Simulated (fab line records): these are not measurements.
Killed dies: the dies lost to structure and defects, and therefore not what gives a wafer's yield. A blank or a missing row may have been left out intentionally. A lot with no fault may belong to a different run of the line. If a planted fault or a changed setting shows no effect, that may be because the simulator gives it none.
Struck lot and sound lot, side by side	flow sky130	15 steps out of a route of 708
Sound: wafers L895.1, L895.5, L895.6. Wafers L890.1, L890.2, L890.3 were the ones struck. At the end, the cause is stated.
At each step with rows: each side's tool, then ch and its chambers, then its first start. Under that, the readings that differ: sound wafers	struck wafers	difference of the means	sigmas: that difference in standard deviations of wafers without a fault.
alike: readings with means less than 2 such deviations apart, plus words and numbers identical on both sides. not compared: withheld readings, readings lacking a value on some wafer, bounds such as >300 that could conceal the same value, and numbers that have no deviation in the record and whose values overlap.
A row with sigmas, a row that says differs or no value, or rows on one side alone: a step with any of these is where the two part. Non-overlapping numbers with no deviation appear without sigmas and do not part them. A reading missing from all wafers of one side parts the sides only when that side holds two or more wafers.

SKY_CAP2M_SPUTTER_02: material TiN, target thk 200 nm, time 166.7 s.
  sound on pvd_sputter-03, day 44 16:19; struck on pvd_sputter-04, day 43 11:43
  alike: throttle_valve_pct
SKY_CAP2M_RS_MEAS_03: the measuring method here is four-point-probe.
  sound on film_metro-04, day 44 16:25; struck on film_metro-04, day 43 11:50
  alike: CAP2M_TIN_RS
SKY_CAP2M_THK_MEAS_04: measures by xrf.
  sound on film_metro-04, day 44 16:32; struck on film_metro-04, day 43 11:57
  alike: CAP2M_TIN_THK
then, 7 steps without rows for these wafers: SKY_CAP2M_DEHYDRATE_05 (time 60 s); SKY_CAP2M_HMDS_06 (prime time 60 s); SKY_CAP2M_COAT_07 (resist thk 1140 nm); SKY_CAP2M_SOFTBAKE_08 (time 60 s); SKY_CAP2M_EXPOSE_09 (exposes mask CAP2M, target cd 1000 nm); SKY_CAP2M_PEB_10; SKY_CAP2M_DEVELOP_11 (develop time 60 s).
SKY_CAP2M_OVL_MEAS_12:
  sound on overlay-01, day 45 14:11; struck on overlay-02, day 44 09:56
  alike: CAP2M_OVL
SKY_CAP2M_METAL_ETCH_13: etches TiN in Cl2/BCl3, stops on SiO2, target depth 220 nm, time 62.9 s.
  sound on rie_metal-02 ch 0, day 45 14:13; struck on rie_metal-02 ch 0,1, day 44 09:58
  alike: drypump_motor_current_A, oes_product_au, throttle_valve_pct
  not compared: rf_hours_counter_h
SKY_CAP2M_STRIP_14: strips in O2/N2.
  sound on plasma_asher-01 ch 0,1, day 45 14:23; struck on plasma_asher-04 ch 0,1, day 44 10:03
  no value came back on the struck wafers for chamber_pressure_mTorr (mTorr), drypump_motor_current_A (A), oes_product_au (a.u.), strip_time_to_endpoint_s (s); on the sound wafers chamber_pressure_mTorr (mTorr) reads 1497.8 1496.3 1501.2
reading	sound	struck	difference	sigmas
model.NOVOLAK_of_CAP2M_COAT_07.thk_nm (nm)	0 0 0	989.7 994.8 998.8	+994.4	
  not compared: rf_hours_counter_h
then, 1 step without rows for these wafers: SKY_CAP2M_STRIP_15 (strips in post etch residue remover, time 1200 s).
-- the record jumps here: 5 days lie between the struck wafers' starts before and after (it left off in module CAP2M and takes up again in module PAD_OPEN, whose first step shown is number 708 of the route) --
SKY_PAD_OPEN_PROBE_99:
  sound on prober-02, day 49 21:12; struck on prober-01, day 48 22:21
reading	sound	struck	difference	sigmas
defect_limited_yield (%)	79.3 79.1 78.9	0.2 0.4 0.6	-78.7	-36
killed_at_M0_to_M3	63 60 56	10 8 8	-51	-7
killed_at_contacts	23 21 27	4 6 3	-19	-4
killed_at_front_end	16 19 16	5 1 2	-14	-3
killed_at_other	0 0 0	471 473 475	+473	+99 or more
killed_dies	102 103 104	491 490 489	+387	+35
killed_on_rim	21 19 18	96 96 95	+76	+22
killed_open	55 63 59	8 12 10	-49	-7
killed_short	46 39 45	12 5 3	-37	-5
sort_bin_3_pad_short (%)	0.8 0.8 1.0	24.8 24.0 23.2	+23.1	+54
sort_bin_5_function (%)	11.8 13.4 12.4	71.3 73.4 73.0	+60.0	+35
sort_bin_6_memory (%)	8.1 6.7 7.7	3.7 2.2 3.3	-4.4	-4
sort_n_pass	390 389 388	1 2 3	-387	-35
sort_yield_pct (%)	79.3 79.1 78.9	0.2 0.4 0.6	-78.7	-36
  alike: killed_at_M4_up

## WHERE THEY PART
Earliest at SKY_CAP2M_STRIP_14; latest, in this record, at SKY_PAD_OPEN_PROBE_99.

WHY: whatever the simulator had introduced
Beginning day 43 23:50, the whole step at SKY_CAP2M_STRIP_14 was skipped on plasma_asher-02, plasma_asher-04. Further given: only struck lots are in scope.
